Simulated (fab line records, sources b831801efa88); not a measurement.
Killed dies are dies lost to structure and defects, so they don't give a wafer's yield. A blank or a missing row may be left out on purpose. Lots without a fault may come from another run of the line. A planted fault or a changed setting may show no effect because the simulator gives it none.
Which tool did it? | flow gf180mcu | 13 lots, 36 wafers sampled, at 6 steps of a route of 602

WHAT THE GAUGES READ, wafer by wafer
GF_HV_LDD_TW_MEAS_11.
lot  | measured     | on            | HV_LDD_TW
L423 | day 10 16:23 | film_metro-02 | 2372 2373 2377
L428 | day 10 22:01 | film_metro-03 | 2431 2429 2419
L429 | day 11 05:22 | film_metro-03 | 2430 2339
L430 | day 11 12:11 | film_metro-03 | 2427 2435 2425
L431 | day 11 16:32 | film_metro-01 | 2413 2329
L433 | day 12 04:09 | film_metro-01 | 2331 2342
L437 | day 13 06:43 | film_metro-03 | 2439 2439 2419
L441 | day 14 19:53 | film_metro-01 | 2416 2390 2408
L442 | day 15 00:11 | film_metro-03 | 2401 2413 2413
L443 | day 15 13:08 | film_metro-01 | 2421 2414 2422
L444 | day 15 19:24 | film_metro-03 | 2410 2406 2421
L445 | day 16 05:22 | film_metro-03 | 2432 2428 2431
L446 | day 16 11:40 | film_metro-02 | 2357 2364 2349

GF_HV_LDD_OVL_MEAS_47.
lot  | measured     | on         | HV_LDD_03_OVL (nm)
L423 | day 13 00:21 | overlay-01 | 0.7 2.5 -0.5
L428 | day 13 04:28 | overlay-02 | 2.8 3.0 1.1
L429 | day 13 13:55 | overlay-01 | 0.4 1.2
L430 | day 13 22:09 | overlay-02 | 3.1 2.7 1.9
L431 | day 14 01:39 | overlay-02 | 2.1 1.8
L433 | day 14 16:31 | overlay-02 | -0.7 -0.8
L437 | day 15 22:04 | overlay-01 | -1.1 0.5 -0.6
L441 | day 17 18:54 | overlay-01 | -0.9 -2.4 -0.9
L442 | day 18 00:44 | overlay-02 | 1.8 1.4 2.2
L443 | day 18 14:27 | overlay-01 | 0.8 -0.2 2.8
L444 | day 18 21:30 | overlay-02 | 0.2 3.2 2.9
L445 | day 19 08:04 | overlay-02 | 2.6 1.9 1.6
L446 | day 19 14:16 | overlay-01 | 2.6 2.6 3.1

GF_HV_LDD_RS_MEAS_53: measures by four-point-probe.
lot  | measured     | on            | HV_LDD_RS (ohm/sq)
L423 | day 13 00:49 | film_metro-02 | 418.4 418.8 418.0
L428 | day 13 04:57 | film_metro-03 | 418.0 417.5 418.9
L429 | day 13 14:26 | film_metro-01 | 418.1 442.5
L430 | day 13 22:37 | film_metro-01 | 418.3 417.7 419.4
L431 | day 14 02:08 | film_metro-01 | 418.1 440.7
L433 | day 14 17:06 | film_metro-01 | 440.2 440.9
L437 | day 15 22:33 | film_metro-02 | 417.1 417.6 418.9
L441 | day 17 19:22 | film_metro-03 | 419.4 419.9 419.2
L442 | day 18 01:12 | film_metro-03 | 420.0 419.6 419.9
L443 | day 18 14:58 | film_metro-02 | 416.1 417.1 418.4
L444 | day 18 21:59 | film_metro-03 | 417.7 418.3 418.2
L445 | day 19 08:34 | film_metro-03 | 418.4 419.5 418.6
L446 | day 19 14:45 | film_metro-01 | 418.1 418.1 418.2

WHICH TOOL RAN EACH LOT (tool, then ch and the chambers of the sampled wafers, then the start)
lot  | GF_POLY_GATE_ETCH_13             | GF_HV_LDD_IMPLANT_09            | GF_HV_LDD_STRIP_37
L423 | rie_si-01 ch 1,2,3, day 9 21:29  | implanter-01 ch 0, day 10 16:08 | plasma_asher-02 ch 0,1, day 12 04:47
L428 | rie_si-02 ch 0,2, day 10 03:17   | implanter-01 ch 0, day 10 21:47 | plasma_asher-04 ch 0,1, day 12 10:01
L429 | rie_si-02 ch 1,2, day 10 07:41   | implanter-01 ch 0, day 11 05:10 | plasma_asher-01 ch 0,1, day 12 19:19
L430 | rie_si-01 ch 0,1,3, day 10 16:24 | implanter-04 ch 0, day 11 11:56 | plasma_asher-02 ch 0,1, day 13 02:29
L431 | rie_si-01 ch 0,3, day 10 20:11   | implanter-01 ch 0, day 11 16:17 | plasma_asher-01 ch 0,1, day 13 05:59
L433 | rie_si-01 ch 2,3, day 11 08:21   | implanter-01 ch 0, day 12 03:55 | plasma_asher-04 ch 0,1, day 13 19:53
L437 | rie_si-02 ch 0,1, day 12 10:26   | implanter-03 ch 0, day 13 06:29 | plasma_asher-02 ch 0,1, day 14 23:43
L441 | rie_si-02 ch 1,2,3, day 13 19:14 | implanter-03 ch 0, day 14 19:38 | plasma_asher-01 ch 0,1, day 16 18:05
L442 | rie_si-02 ch 0,1, day 14 00:47   | implanter-03 ch 0, day 14 23:56 | plasma_asher-01 ch 0,1, day 16 23:17
L443 | rie_si-02 ch 1,2,3, day 14 13:45 | implanter-01 ch 0, day 15 12:53 | plasma_asher-01 ch 0,1, day 17 13:20
L444 | rie_si-02 ch 0,2,3, day 14 19:57 | implanter-03 ch 0, day 15 19:10 | plasma_asher-02 ch 0,1, day 17 20:08
L445 | rie_si-01 ch 0,1, day 15 05:21   | implanter-01 ch 0, day 16 05:08 | plasma_asher-01 ch 0,1, day 18 07:01
L446 | rie_si-02 ch 0,2, day 15 11:02   | implanter-01 ch 0, day 16 11:26 | plasma_asher-01 ch 0,1, day 18 13:19
- GF_POLY_GATE_ETCH_13: etches poly-Si in HBr/Cl2, stops on SiO2, target depth 198.5 nm, time 69.6 s.
- GF_HV_LDD_IMPLANT_09
- GF_HV_LDD_STRIP_37: strips in O2/N2.

WHAT THE TOOLS THEMSELVES READ (means of the sampled wafers that have a number; where no wafer has one, the mark that the record gives instead)
GF_POLY_GATE_ETCH_13.
lot  | tool      | drypump_motor_current_A (A) | oes_product_au (a.u.) | throttle_valve_pct (%)
L423 | rie_si-01 | 6.2                         | 0.990                 | 33.680
L428 | rie_si-02 | 5.8                         | 0.979                 | 33.688
L429 | rie_si-02 | 6.2                         | 0.974                 | 33.686
L430 | rie_si-01 | 6.1                         | 0.992                 | 33.686
L431 | rie_si-01 | 5.9                         | 0.990                 | 33.686
L433 | rie_si-01 | 6.0                         | 0.992                 | 33.692
L437 | rie_si-02 | 6.2                         | 0.976                 | 33.697
L441 | rie_si-02 | 6.3                         | 0.972                 | 33.688
L442 | rie_si-02 | 6.3                         | 0.978                 | 33.682
L443 | rie_si-02 | 6.3                         | 0.981                 | 33.684
L444 | rie_si-02 | 6.0                         | 0.978                 | 33.685
L445 | rie_si-01 | 5.8                         | 0.974                 | 33.688
L446 | rie_si-02 | 5.8                         | 0.975                 | 33.687

GF_HV_LDD_IMPLANT_09.
lot  | tool         | end_station_pressure_torr (Torr)
L423 | implanter-01 | 5.65e-06
L428 | implanter-01 | 5.44e-06
L429 | implanter-01 | 5.22e-06
L430 | implanter-04 | 5.55e-06
L431 | implanter-01 | 5.70e-06
L433 | implanter-01 | 5.47e-06
L437 | implanter-03 | 5.30e-06
L441 | implanter-03 | 5.66e-06
L442 | implanter-03 | 5.50e-06
L443 | implanter-01 | 5.64e-06
L444 | implanter-03 | 5.36e-06
L445 | implanter-01 | 5.29e-06
L446 | implanter-01 | 5.34e-06

GF_HV_LDD_STRIP_37.
lot  | tool            | drypump_motor_current_A (A) | heater_power_w (W) | n2_flow_sccm (sccm) | oes_product_au (a.u.) | strip_time_to_endpoint_s (s)
L423 | plasma_asher-02 | 6.1                         | 363                | 300.5               | 0.718                 | 12.65
L428 | plasma_asher-04 | 5.9                         | 334                | 300.1               | 0.719                 | 12.68
L429 | plasma_asher-01 | 5.1                         | 306                | 299.6               | 0.718                 | 12.68
L430 | plasma_asher-02 | 6.1                         | 353                | 300.7               | 0.719                 | 12.67
L431 | plasma_asher-01 | 5.1                         | 307                | 299.4               | 0.714                 | 12.66
L433 | plasma_asher-04 | 6.0                         | 326                | 300.0               | 0.718                 | 12.68
L437 | plasma_asher-02 | 6.1                         | 388                | 299.2               | 0.715                 | 12.69
L441 | plasma_asher-01 | 5.1                         | 306                | 300.2               | 0.717                 | 12.66
L442 | plasma_asher-01 | 5.1                         | 302                | 299.9               | 0.711                 | 12.62
L443 | plasma_asher-01 | 5.1                         | 299                | 298.9               | 0.712                 | 12.67
L444 | plasma_asher-02 | 6.1                         | 393                | 300.6               | 0.718                 | 12.67
L445 | plasma_asher-01 | 5.1                         | 306                | 298.4               | 0.713                 | 12.63
L446 | plasma_asher-01 | 5.1                         | 309                | 299.8               | 0.716                 | 12.61

THE ANSWER, worked out from the rows above alone
Rule: what is usual is taken from the lots themselves. Put in order of their means at a reading, lots are off if they are a third of the lots or fewer, leave a main group of 4 or more, and stand apart from it by a gap of 3 or more times the standard deviation of the main group's means; of several such gaps the widest counts. A main group whose means are all the same, to the digits that the tables above print for the reading, isn't used. A lot without any number at a reading at which 4 lots or more have one is off too. The other lots that the step has rows for count as sound. The gauges are gone through in route order, then the tools' own readings, and for those a lot's mean is taken as printed above. The first step at which some lot is off is used, and at that step the reading that is off furthest; a lot without a number counts as furthest.
Off: L429, L431, L433, at GF_HV_LDD_RS_MEAS_53 (HV_LDD_RS). The main group: mean 418.4 ohm/sq, standard deviation 0.74.
A tool fits if, at a process step before that reading, it ran every lot that is off, and no sound lot after the first of them. The gauges at GF_HV_LDD_RS_MEAS_53 are tried like those tools. None of those tried fits.

WHAT THE SIMULATOR HAD PUT IN
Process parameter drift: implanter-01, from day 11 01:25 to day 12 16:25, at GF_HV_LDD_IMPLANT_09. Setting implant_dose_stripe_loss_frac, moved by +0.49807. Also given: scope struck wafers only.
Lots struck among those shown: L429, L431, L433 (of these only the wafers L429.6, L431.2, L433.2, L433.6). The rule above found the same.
